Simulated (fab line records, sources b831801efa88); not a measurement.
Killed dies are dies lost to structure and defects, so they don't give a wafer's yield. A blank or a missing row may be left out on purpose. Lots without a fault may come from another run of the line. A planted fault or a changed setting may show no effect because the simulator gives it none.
Tool commonality check | flow gf180mcu | 11 lots, 39 wafers sampled

WHY IT WAS OPENED
At GF_MVPSD_TW_MEAS_11 the reading MVPSD_TW is flagged on 2 of 11 lots. Wafers without a fault read 556.9, standard deviation 2.4.
Rule: a lot is flagged when every wafer of it that has a number lies more than 4 standard deviations from that mean, or none has a number. The other lots count as sound.

lot  | measured     | on            | MVPSD_TW, wafer by wafer            | flag
L438 | day 5 18:22  | film_metro-03 | 557.6 554.2 556.7                   |
L440 | day 6 00:37  | film_metro-03 | 562.1 556.6 557.2                   |
L439 | day 6 02:04  | film_metro-02 | 558.6 557.3 559.0                   |
L442 | day 6 12:19  | film_metro-03 | 557.9 557.9 556.0                   |
L445 | day 7 04:11  | film_metro-02 | 572.1 569.8 574.5 574.0 571.2 574.4 | FLAGGED
L446 | day 7 12:28  | film_metro-03 | 577.3 575.0 572.9 576.1 577.9 574.9 | FLAGGED
L447 | day 7 18:58  | film_metro-02 | 553.9 555.8 553.0                   |
L453 | day 9 07:53  | film_metro-03 | 559.4 562.1 558.4                   |
L457 | day 10 04:20 | film_metro-03 | 558.6 560.7 562.0                   |
L458 | day 10 11:10 | film_metro-02 | 556.2 554.2 554.0                   |
L459 | day 10 16:59 | film_metro-02 | 556.6 555.0 551.0                   |
The numbers of the flagged lots are 574.2 on average: +17.3 against the usual, or +7 standard deviations.

WHICH TOOL RAN EACH LOT
The record holds 1 process step before the reading, out of a route of 602 steps. In each cell: the tool, then ch and the chambers that the sampled wafers went through, then the start.
lot  | flag    | GF_MVPSD_IMPLANT_09
L438 |         | implanter-03 ch 0, day 5 18:08
L440 |         | implanter-03 ch 0, day 6 00:22
L439 |         | implanter-04 ch 0, day 6 01:50
L442 |         | implanter-01 ch 0, day 6 12:04
L445 | FLAGGED | implanter-04 ch 0, day 7 03:56
L446 | FLAGGED | implanter-04 ch 0, day 7 12:13
L447 |         | implanter-03 ch 0, day 7 18:43
L453 |         | implanter-03 ch 0, day 9 07:38
L457 |         | implanter-01 ch 0, day 10 04:05
L458 |         | implanter-04 ch 0, day 10 10:55
L459 |         | implanter-04 ch 0, day 10 16:44
What these steps do:
- GF_MVPSD_IMPLANT_09
- GF_MVPSD_TW_MEAS_11

FLAGGED OVER TOTAL, TOOL BY TOOL (the gauges that took the reading come last)
step                | tool          | lots run | flagged | share of the flagged lots | sound lots run after its first flagged lot
GF_MVPSD_IMPLANT_09 | implanter-01  | 2        | 0       | none                      | -
GF_MVPSD_IMPLANT_09 | implanter-03  | 4        | 0       | none                      | -
GF_MVPSD_IMPLANT_09 | implanter-04  | 5        | 2       | all                       | 2 (L458,L459)
GF_MVPSD_TW_MEAS_11 | film_metro-02 | 5        | 1       | some                      | 3 (L447,L458,L459)
GF_MVPSD_TW_MEAS_11 | film_metro-03 | 6        | 1       | some                      | 2 (L453,L457)

WHAT THE TABLE ALLOWS
1 row of the table ran every flagged lot: implanter-04 at GF_MVPSD_IMPLANT_09.
- implanter-04 at GF_MVPSD_IMPLANT_09: 2 of its 5 lots flagged. Sound lots ran on it after the first flagged one (L458, L459), which a lasting fault on the whole tool wouldn't allow. Its own readings lie more than 4 standard deviations out on every wafer of the flagged lots: dose_ions_cm2, faraday_current_uA.
No row of the table ran every flagged lot and no sound lot after the first.

WHAT THE SIMULATOR HAD PUT IN
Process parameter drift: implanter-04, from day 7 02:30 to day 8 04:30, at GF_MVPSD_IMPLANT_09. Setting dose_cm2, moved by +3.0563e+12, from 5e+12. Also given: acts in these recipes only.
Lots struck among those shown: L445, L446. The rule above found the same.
